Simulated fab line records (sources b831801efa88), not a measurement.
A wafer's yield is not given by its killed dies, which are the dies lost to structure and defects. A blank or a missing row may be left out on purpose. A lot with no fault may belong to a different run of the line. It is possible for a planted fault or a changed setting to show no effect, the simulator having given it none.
Which of the tools did it? :: flow gf180mcu :: 72 wafers from 24 lots sampled at 6 of the route's 602 steps

## WHAT THE GAUGES READ, wafer by wafer
GF_V1_RS_MEAS_24: uses a four-point probe to measure.
lot: L074
measured: day 18 12:57
on: filmMetro-04
V1_W_RS (ohm/sq): 0.3303 0.3248 0.3261

lot: L075
measured: day 19 00:06
on: filmMetro-03
V1_W_RS (ohm/sq): 0.3285 0.3266 0.3219

lot: L076
measured: day 19 03:34
on: filmMetro-04
V1_W_RS (ohm/sq): 0.3306 0.3309 0.3311

lot: L077
measured: day 19 16:14
on: filmMetro-02
V1_W_RS (ohm/sq): 0.3226 0.3271 0.3249

lot: L078
measured: day 19 21:49
on: filmMetro-03
V1_W_RS (ohm/sq): 0.3237 0.3252 0.3253

lot: L079
measured: day 20 08:02
on: filmMetro-04
V1_W_RS (ohm/sq): 0.3315 0.3296 0.3279

lot: L080
measured: day 20 14:59
on: filmMetro-04
V1_W_RS (ohm/sq): 0.3284 0.3260 0.3262

lot: L081
measured: day 20 20:37
on: filmMetro-04
V1_W_RS (ohm/sq): 0.3297 0.3272 0.3315

lot: L082
measured: day 21 11:33
on: filmMetro-02
V1_W_RS (ohm/sq): 0.3297 0.3310 0.3267

lot: L083
measured: day 21 18:49
on: filmMetro-03
V1_W_RS (ohm/sq): 0.3262 0.3262 0.3265

lot: L084
measured: day 21 23:52
on: filmMetro-04
V1_W_RS (ohm/sq): 0.3228 0.3236 0.3242

lot: L085
measured: day 22 12:03
on: filmMetro-02
V1_W_RS (ohm/sq): 0.3250 0.3221 0.3285

lot: L086
measured: day 22 16:02
on: filmMetro-03
V1_W_RS (ohm/sq): 0.3230 0.3214 0.3258

lot: L087
measured: day 23 03:29
on: filmMetro-03
V1_W_RS (ohm/sq): 0.3237 0.3265 0.3255

lot: L088
measured: day 23 11:29
on: filmMetro-04
V1_W_RS (ohm/sq): 0.3257 0.3291 0.3303

lot: L089
measured: day 23 15:32
on: filmMetro-02
V1_W_RS (ohm/sq): 0.3318 0.3312 0.3273

lot: L090
measured: day 24 00:13
on: filmMetro-02
V1_W_RS (ohm/sq): 0.3251 0.3243 0.3259

lot: L091
measured: day 24 09:56
on: filmMetro-02
V1_W_RS (ohm/sq): 0.3222 0.3248 0.3288

lot: L092
measured: day 24 15:06
on: filmMetro-03
V1_W_RS (ohm/sq): 0.3281 0.3217 0.3274

lot: L093
measured: day 25 02:40
on: filmMetro-04
V1_W_RS (ohm/sq): 0.3264 0.3261 0.3218

lot: L094
measured: day 25 07:07
on: filmMetro-03
V1_W_RS (ohm/sq): 0.3258 0.3256 0.3246

lot: L095
measured: day 25 13:16
on: filmMetro-02
V1_W_RS (ohm/sq): 0.3236 0.3219 0.3255

lot: L096
measured: day 25 20:32
on: filmMetro-03
V1_W_RS (ohm/sq): 0.3245 0.3251 0.3248

lot: L097
measured: day 26 05:19
on: filmMetro-04
V1_W_RS (ohm/sq): 0.3307 0.3267 0.3270

GF_V3_BOW_MEAS_05.
lot: L074
measured: day 21 18:26
on: filmMetro-04
V3_BOW (um): 113 111 104

lot: L075
measured: day 22 06:18
on: filmMetro-02
V3_BOW (um): 107 123 111

lot: L076
measured: day 22 10:59
on: filmMetro-04
V3_BOW (um): 122 107 110

lot: L077
measured: day 22 20:46
on: filmMetro-03
V3_BOW (um): 118 117 112

lot: L078
measured: day 23 02:20
on: filmMetro-02
V3_BOW (um): 124 123 136

lot: L079
measured: day 23 13:04
on: filmMetro-03
V3_BOW (um): 126 137 123

lot: L080
measured: day 23 18:49
on: filmMetro-03
V3_BOW (um): 122 118 115

lot: L081
measured: day 23 23:13
on: filmMetro-03
V3_BOW (um): 102 101 114

lot: L082
measured: day 24 14:14
on: filmMetro-04
V3_BOW (um): 115 120 114

lot: L083
measured: day 24 20:28
on: filmMetro-03
V3_BOW (um): 120 133 102

lot: L084
measured: day 25 00:40
on: filmMetro-02
V3_BOW (um): 109 112 105

lot: L085
measured: day 25 11:58
on: filmMetro-03
V3_BOW (um): 118 119 125

lot: L086
measured: day 25 16:16
on: filmMetro-04
V3_BOW (um): 122 112 122

lot: L087
measured: day 26 03:31
on: filmMetro-04
V3_BOW (um): 100 105 109

lot: L088
measured: day 26 10:39
on: filmMetro-03
V3_BOW (um): 125 130 104

lot: L089
measured: day 26 14:02
on: filmMetro-02
V3_BOW (um): 115 107 101

lot: L090
measured: day 26 21:13
on: filmMetro-04
V3_BOW (um): 108 110 98

lot: L091
measured: day 27 06:14
on: filmMetro-03
V3_BOW (um): 114 122 125

lot: L092
measured: day 27 11:07
on: filmMetro-04
V3_BOW (um): 112 94 101

lot: L093
measured: day 27 22:40
on: filmMetro-03
V3_BOW (um): 125 122 126

lot: L094
measured: day 28 02:27
on: filmMetro-04
V3_BOW (um): 124 114 123

lot: L095
measured: day 28 08:38
on: filmMetro-02
V3_BOW (um): 118 115 117

lot: L096
measured: day 28 15:17
on: filmMetro-04
V3_BOW (um): 113 112 103

lot: L097
measured: day 28 22:32
on: filmMetro-04
V3_BOW (um): 122 117 113

GF_MIM_THK_MEAS_11: measures by xrf.
lot: L074
measured: day 24 20:26
on: filmMetro-04
MIM_ALCU_THK (nm): 198.0 201.4 197.1

lot: L075
measured: day 25 07:07
on: filmMetro-02
MIM_ALCU_THK (nm): 200.3 197.5 198.0

lot: L076
measured: day 25 11:19
on: filmMetro-04
MIM_ALCU_THK (nm): 197.6 196.9 198.2

lot: L077
measured: day 25 20:34
on: filmMetro-02
MIM_ALCU_THK (nm): 201.6 198.5 200.6

lot: L078
measured: day 26 01:44
on: filmMetro-01
MIM_ALCU_THK (nm): 200.3 201.6 202.2

lot: L079
measured: day 26 10:40
on: filmMetro-01
MIM_ALCU_THK (nm): 197.6 200.6 197.8

lot: L080
measured: day 26 17:11
on: filmMetro-02
MIM_ALCU_THK (nm): 199.9 201.4 200.0

lot: L081
measured: day 26 20:58
on: filmMetro-01
MIM_ALCU_THK (nm): 200.8 200.4 200.5

lot: L082
measured: day 27 10:26
on: filmMetro-02
MIM_ALCU_THK (nm): 202.2 205.0 205.2

lot: L083
measured: day 27 16:13
on: filmMetro-02
MIM_ALCU_THK (nm): 203.0 206.0 203.3

lot: L084
measured: day 27 20:28
on: filmMetro-02
MIM_ALCU_THK (nm): 205.7 202.4 206.1

lot: L085
measured: day 28 07:04
on: filmMetro-04
MIM_ALCU_THK (nm): 198.4 200.2 199.6

lot: L086
measured: day 28 11:09
on: filmMetro-04
MIM_ALCU_THK (nm): 201.4 200.7 201.9

lot: L087
measured: day 28 21:49
on: filmMetro-01
MIM_ALCU_THK (nm): 199.4 198.1 202.1

lot: L088
measured: day 29 03:56
on: filmMetro-04
MIM_ALCU_THK (nm): 201.7 202.1 202.7

lot: L089
measured: day 29 06:50
on: filmMetro-01
MIM_ALCU_THK (nm): 203.6 202.0 205.0

lot: L090
measured: day 29 13:41
on: filmMetro-01
MIM_ALCU_THK (nm): 200.0 203.2 202.5

lot: L091
measured: day 29 22:15
on: filmMetro-04
MIM_ALCU_THK (nm): 198.2 201.2 199.4

lot: L092
measured: day 30 01:55
on: filmMetro-04
MIM_ALCU_THK (nm): 199.8 199.0 200.7

lot: L093
measured: day 30 13:11
on: filmMetro-02
MIM_ALCU_THK (nm): 206.1 205.6 205.1

lot: L094
measured: day 30 16:51
on: filmMetro-04
MIM_ALCU_THK (nm): 202.5 200.4 201.4

lot: L095
measured: day 30 21:55
on: filmMetro-01
MIM_ALCU_THK (nm): 198.3 197.7 196.0

lot: L096
measured: day 31 04:25
on: filmMetro-04
MIM_ALCU_THK (nm): 200.3 199.9 199.7

lot: L097
measured: day 31 11:24
on: filmMetro-01
MIM_ALCU_THK (nm): 198.4 200.2 201.4

GF_V5_OVL_MEAS_15.
lot: L074
measured: day 27 13:13
on: overlay-02
V5_OVL (nm): -3 5 2

lot: L075
measured: day 27 23:08
on: overlay-02
V5_OVL (nm): 0 -3 0

lot: L076
measured: day 28 02:22
on: overlay-01
V5_OVL (nm): 0 -2 0

lot: L077
measured: day 28 11:05
on: overlay-02
V5_OVL (nm): 7 6 -7

lot: L078
measured: day 28 15:40
on: overlay-01
V5_OVL (nm): -7 2 -4

lot: L079
measured: day 29 00:17
on: overlay-01
V5_OVL (nm): 2 5 6

lot: L080
measured: day 29 05:42
on: overlay-02
V5_OVL (nm): 0 4 -1

lot: L081
measured: day 29 10:47
on: overlay-01
V5_OVL (nm): 9 2 0

lot: L082
measured: day 29 21:26
on: overlay-01
V5_OVL (nm): -2 2 2

lot: L083
measured: day 30 03:28
on: overlay-02
V5_OVL (nm): 3 6 1

lot: L084
measured: day 30 08:59
on: overlay-01
V5_OVL (nm): 5 -3 0

lot: L085
measured: day 30 17:49
on: overlay-02
V5_OVL (nm): 0 4 0

lot: L086
measured: day 30 20:58
on: overlay-02
V5_OVL (nm): -7 -4 -3

lot: L087
measured: day 31 08:22
on: overlay-02
V5_OVL (nm): -3 -2 -2

lot: L088
measured: day 31 13:15
on: overlay-02
V5_OVL (nm): 9 2 4

lot: L089
measured: day 31 15:40
on: overlay-01
V5_OVL (nm): -7 -1 -3

lot: L090
measured: day 31 21:50
on: overlay-02
V5_OVL (nm): 6 6 -2

lot: L091
measured: day 32 05:56
on: overlay-01
V5_OVL (nm): 0 0 0

lot: L092
measured: day 32 07:26
on: overlay-01
V5_OVL (nm): -5 0 2

lot: L093
measured: day 32 19:20
on: overlay-02
V5_OVL (nm): -2 8 5

lot: L094
measured: day 32 21:06
on: overlay-02
V5_OVL (nm): -3 2 -5

lot: L095
measured: day 33 02:40
on: overlay-01
V5_OVL (nm): 9 9 16

lot: L096
measured: day 33 07:46
on: overlay-01
V5_OVL (nm): 1 -4 2

lot: L097
measured: day 33 13:23
on: overlay-01
V5_OVL (nm): 0 4 -2

## WHICH TOOL RAN EACH LOT (tool, then ch and the chambers of the sampled wafers, then the start)
lot: L074
GF_POLY_GATE_ETCH_12: rieDiel-04 ch 0,1, day 9 10:56
GF_V1_CMP_26: cmp-01 ch 0,1,3, day 18 13:10

lot: L075
GF_POLY_GATE_ETCH_12: rieDiel-04 ch 0,1,2, day 9 18:13
GF_V1_CMP_26: cmp-01 ch 0,1,3, day 19 00:17

lot: L076
GF_POLY_GATE_ETCH_12: rieDiel-01 ch 1,2,3, day 9 22:43
GF_V1_CMP_26: cmp-01 ch 0,2,3, day 19 03:51

lot: L077
GF_POLY_GATE_ETCH_12: rieDiel-01 ch 1,2,3, day 10 08:43
GF_V1_CMP_26: cmp-01 ch 0,1, day 19 16:26

lot: L078
GF_POLY_GATE_ETCH_12: rieDiel-02 ch 2,3, day 10 11:41
GF_V1_CMP_26: cmp-01 ch 0,2,3, day 19 22:01

lot: L079
GF_POLY_GATE_ETCH_12: rieDiel-04 ch 0,1,2, day 10 18:34
GF_V1_CMP_26: cmp-01 ch 0,1, day 20 08:11

lot: L080
GF_POLY_GATE_ETCH_12: rieDiel-04 ch 1,2,3, day 10 22:04
GF_V1_CMP_26: cmp-01 ch 1,2,3, day 20 15:13

lot: L081
GF_POLY_GATE_ETCH_12: rieDiel-04 ch 0,1,2, day 11 03:16
GF_V1_CMP_26: cmp-02 ch 0,1,3, day 20 20:49

lot: L082
GF_POLY_GATE_ETCH_12: rieDiel-02 ch 1,2,3, day 11 17:31
GF_V1_CMP_26: cmp-01 ch 0,1,3, day 21 11:41

lot: L083
GF_POLY_GATE_ETCH_12: rieDiel-02 ch 0,2,3, day 11 20:40
GF_V1_CMP_26: cmp-01 ch 0,2,3, day 21 19:02

lot: L084
GF_POLY_GATE_ETCH_12: rieDiel-02 ch 0,2,3, day 12 01:22
GF_V1_CMP_26: cmp-02 ch 1,2,3, day 22 00:02

lot: L085
GF_POLY_GATE_ETCH_12: rieDiel-02 ch 0,2,3, day 12 12:25
GF_V1_CMP_26: cmp-02 ch 1,2, day 22 12:17

lot: L086
GF_POLY_GATE_ETCH_12: rieDiel-04 ch 1,3, day 12 17:52
GF_V1_CMP_26: cmp-02 ch 1,2,3, day 22 16:13

lot: L087
GF_POLY_GATE_ETCH_12: rieDiel-01 ch 0,1,3, day 13 02:46
GF_V1_CMP_26: cmp-02 ch 0,1, day 23 03:41

lot: L088
GF_POLY_GATE_ETCH_12: rieDiel-02 ch 0,2, day 13 08:44
GF_V1_CMP_26: cmp-01 ch 0,1,3, day 23 11:38

lot: L089
GF_POLY_GATE_ETCH_12: rieDiel-01 ch 0,1, day 13 14:22
GF_V1_CMP_26: cmp-01 ch 0,2, day 23 15:45

lot: L090
GF_POLY_GATE_ETCH_12: rieDiel-04 ch 0,1,3, day 13 21:44
GF_V1_CMP_26: cmp-01 ch 1,2,3, day 24 00:24

lot: L091
GF_POLY_GATE_ETCH_12: rieDiel-04 ch 0,2, day 14 05:07
GF_V1_CMP_26: cmp-01 ch 1,2,3, day 24 10:07

lot: L092
GF_POLY_GATE_ETCH_12: rieDiel-04 ch 2,3, day 14 11:59
GF_V1_CMP_26: cmp-02 ch 0,1,2, day 24 15:22

lot: L093
GF_POLY_GATE_ETCH_12: rieDiel-04 ch 0,1,3, day 14 23:16
GF_V1_CMP_26: cmp-01 ch 0,1,3, day 25 02:53

lot: L094
GF_POLY_GATE_ETCH_12: rieDiel-01 ch 1,2,3, day 15 03:05
GF_V1_CMP_26: cmp-01 ch 2,3, day 25 07:17

lot: L095
GF_POLY_GATE_ETCH_12: rieDiel-02 ch 0,1,2, day 15 10:13
GF_V1_CMP_26: cmp-02 ch 0,1, day 25 13:26

lot: L096
GF_POLY_GATE_ETCH_12: rieDiel-04 ch 0,1,3, day 15 17:37
GF_V1_CMP_26: cmp-02 ch 0,1,3, day 25 20:43

lot: L097
GF_POLY_GATE_ETCH_12: rieDiel-02 ch 2,3, day 16 02:05
GF_V1_CMP_26: cmp-02 ch 1,2, day 26 05:29
- GF_POLY_GATE_ETCH_12: etches BARC in N2/H2.
- GF_V1_CMP_26: polishes, stops on SiO2, t overpolish 15 s, target thk 0 nm.

## AS READ BY THE TOOLS THEMSELVES (means over the sampled wafers that have a number; for cases with no such wafer, the mark the record gives instead)
GF_POLY_GATE_ETCH_12.
lot: L074
tool: rieDiel-04
drypumpMotorCurrentA (A): 4.9
oesProductAu (a.u.): 0.738
throttleValvePct (%): 13.221

lot: L075
tool: rieDiel-04
drypumpMotorCurrentA (A): 5.4
oesProductAu (a.u.): 0.737
throttleValvePct (%): 13.218

lot: L076
tool: rieDiel-01
drypumpMotorCurrentA (A): 5.4
oesProductAu (a.u.): 0.735
throttleValvePct (%): 13.215

lot: L077
tool: rieDiel-01
drypumpMotorCurrentA (A): 5.5
oesProductAu (a.u.): 0.736
throttleValvePct (%): 13.219

lot: L078
tool: rieDiel-02
drypumpMotorCurrentA (A): 5.8
oesProductAu (a.u.): 0.734
throttleValvePct (%): 13.222

lot: L079
tool: rieDiel-04
drypumpMotorCurrentA (A): 5.4
oesProductAu (a.u.): 0.727
throttleValvePct (%): 13.216

lot: L080
tool: rieDiel-04
drypumpMotorCurrentA (A): 5.6
oesProductAu (a.u.): 0.730
throttleValvePct (%): 13.212

lot: L081
tool: rieDiel-04
drypumpMotorCurrentA (A): 5.4
oesProductAu (a.u.): 0.736
throttleValvePct (%): 13.210

lot: L082
tool: rieDiel-02
drypumpMotorCurrentA (A): 5.9
oesProductAu (a.u.): 0.734
throttleValvePct (%): 13.230

lot: L083
tool: rieDiel-02
drypumpMotorCurrentA (A): 5.9
oesProductAu (a.u.): 0.738
throttleValvePct (%): 13.212

lot: L084
tool: rieDiel-02
drypumpMotorCurrentA (A): 5.9
oesProductAu (a.u.): 0.739
throttleValvePct (%): 13.225

lot: L085
tool: rieDiel-02
drypumpMotorCurrentA (A): 5.9
oesProductAu (a.u.): 0.733
throttleValvePct (%): 13.217

lot: L086
tool: rieDiel-04
drypumpMotorCurrentA (A): 5.3
oesProductAu (a.u.): 0.740
throttleValvePct (%): 13.212

lot: L087
tool: rieDiel-01
drypumpMotorCurrentA (A): 5.6
oesProductAu (a.u.): 0.734
throttleValvePct (%): 13.203

lot: L088
tool: rieDiel-02
drypumpMotorCurrentA (A): 6.2
oesProductAu (a.u.): 0.734
throttleValvePct (%): 13.225

lot: L089
tool: rieDiel-01
drypumpMotorCurrentA (A): 5.7
oesProductAu (a.u.): 0.743
throttleValvePct (%): 13.217

lot: L090
tool: rieDiel-04
drypumpMotorCurrentA (A): 5.1
oesProductAu (a.u.): 0.741
throttleValvePct (%): 13.213

lot: L091
tool: rieDiel-04
drypumpMotorCurrentA (A): 5.2
oesProductAu (a.u.): 0.737
throttleValvePct (%): 13.203

lot: L092
tool: rieDiel-04
drypumpMotorCurrentA (A): 5.9
oesProductAu (a.u.): 0.735
throttleValvePct (%): 13.211

lot: L093
tool: rieDiel-04
drypumpMotorCurrentA (A): 5.1
oesProductAu (a.u.): 0.738
throttleValvePct (%): 13.215

lot: L094
tool: rieDiel-01
drypumpMotorCurrentA (A): 5.4
oesProductAu (a.u.): 0.735
throttleValvePct (%): 13.208

lot: L095
tool: rieDiel-02
drypumpMotorCurrentA (A): 6.0
oesProductAu (a.u.): 0.733
throttleValvePct (%): 13.218

lot: L096
tool: rieDiel-04
drypumpMotorCurrentA (A): 5.1
oesProductAu (a.u.): 0.735
throttleValvePct (%): 13.206

lot: L097
tool: rieDiel-02
drypumpMotorCurrentA (A): 5.8
oesProductAu (a.u.): 0.738
throttleValvePct (%): 13.213

GF_V1_CMP_26.
lot: L074
tool: cmp-01
motorCurrentA (A): 10.9
overpolishRunS (s): 15.001
timeToEndpointS (s): 87

lot: L075
tool: cmp-01
motorCurrentA (A): 10.9
overpolishRunS (s): 14.996
timeToEndpointS (s): 84

lot: L076
tool: cmp-01
motorCurrentA (A): 11.4
overpolishRunS (s): 14.996
timeToEndpointS (s): 81

lot: L077
tool: cmp-01
motorCurrentA (A): 10.6
overpolishRunS (s): 14.998
timeToEndpointS (s): 82

lot: L078
tool: cmp-01
motorCurrentA (A): 11.4
overpolishRunS (s): 15.000
timeToEndpointS (s): 84

lot: L079
tool: cmp-01
motorCurrentA (A): 10.0
overpolishRunS (s): 15.006
timeToEndpointS (s): 85

lot: L080
tool: cmp-01
motorCurrentA (A): 11.7
overpolishRunS (s): 14.987
timeToEndpointS (s): 85

lot: L081
tool: cmp-02
motorCurrentA (A): 11.0
overpolishRunS (s): 14.998
timeToEndpointS (s): 84

lot: L082
tool: cmp-01
motorCurrentA (A): 10.8
overpolishRunS (s): 14.995
timeToEndpointS (s): 85

lot: L083
tool: cmp-01
motorCurrentA (A): 11.2
overpolishRunS (s): 14.995
timeToEndpointS (s): 86

lot: L084
tool: cmp-02
motorCurrentA (A): 11.1
overpolishRunS (s): 14.993
timeToEndpointS (s): 88

lot: L085
tool: cmp-02
motorCurrentA (A): 10.8
overpolishRunS (s): 15.003
timeToEndpointS (s): 89

lot: L086
tool: cmp-02
motorCurrentA (A): 11.0
overpolishRunS (s): 14.999
timeToEndpointS (s): 87

lot: L087
tool: cmp-02
motorCurrentA (A): 11.1
overpolishRunS (s): 14.994
timeToEndpointS (s): 85

lot: L088
tool: cmp-01
motorCurrentA (A): 11.0
overpolishRunS (s): 14.997
timeToEndpointS (s): 85

lot: L089
tool: cmp-01
motorCurrentA (A): 11.6
overpolishRunS (s): 15.007
timeToEndpointS (s): 84

lot: L090
tool: cmp-01
motorCurrentA (A): 11.9
overpolishRunS (s): 15.004
timeToEndpointS (s): 88

lot: L091
tool: cmp-01
motorCurrentA (A): 11.8
overpolishRunS (s): 15.002
timeToEndpointS (s): 85

lot: L092
tool: cmp-02
motorCurrentA (A): 11.1
overpolishRunS (s): 14.997
timeToEndpointS (s): 89

lot: L093
tool: cmp-01
motorCurrentA (A): 10.7
overpolishRunS (s): 14.998
timeToEndpointS (s): 86

lot: L094
tool: cmp-01
motorCurrentA (A): 12.1
overpolishRunS (s): 15.001
timeToEndpointS (s): 88

lot: L095
tool: cmp-02
motorCurrentA (A): 11.0
overpolishRunS (s): 15.004
timeToEndpointS (s): 88

lot: L096
tool: cmp-02
motorCurrentA (A): 10.8
overpolishRunS (s): 14.992
timeToEndpointS (s): 86

lot: L097
tool: cmp-02
motorCurrentA (A): 11.3
overpolishRunS (s): 14.996
timeToEndpointS (s): 86

## THE ANSWER, worked out from the rows above alone
Rule: usual is defined by the lots themselves. Put in order of their means at a reading, lots are off if they are a third of the lots or fewer, leave a main group of 4 or more, and stand apart from it by a gap of 3 or more times the standard deviation of the main group's means; of several such gaps the widest counts. Not used: any main group whose means are identical at the precision the tables above print for the reading. A lot without any number at a reading at which 4 lots or more have one is off too. All remaining lots with rows at the step are treated as sound. The gauges are gone through in route order, then the tools' own readings, and for those a lot's mean is taken as printed above. At the first step where some lot is off, the reading lying furthest off is the one used; lots without a number count as furthest.
No lot is off at any reading shown: from this, nothing can be told.

## WHAT HAD BEEN PUT IN BY THE SIMULATOR
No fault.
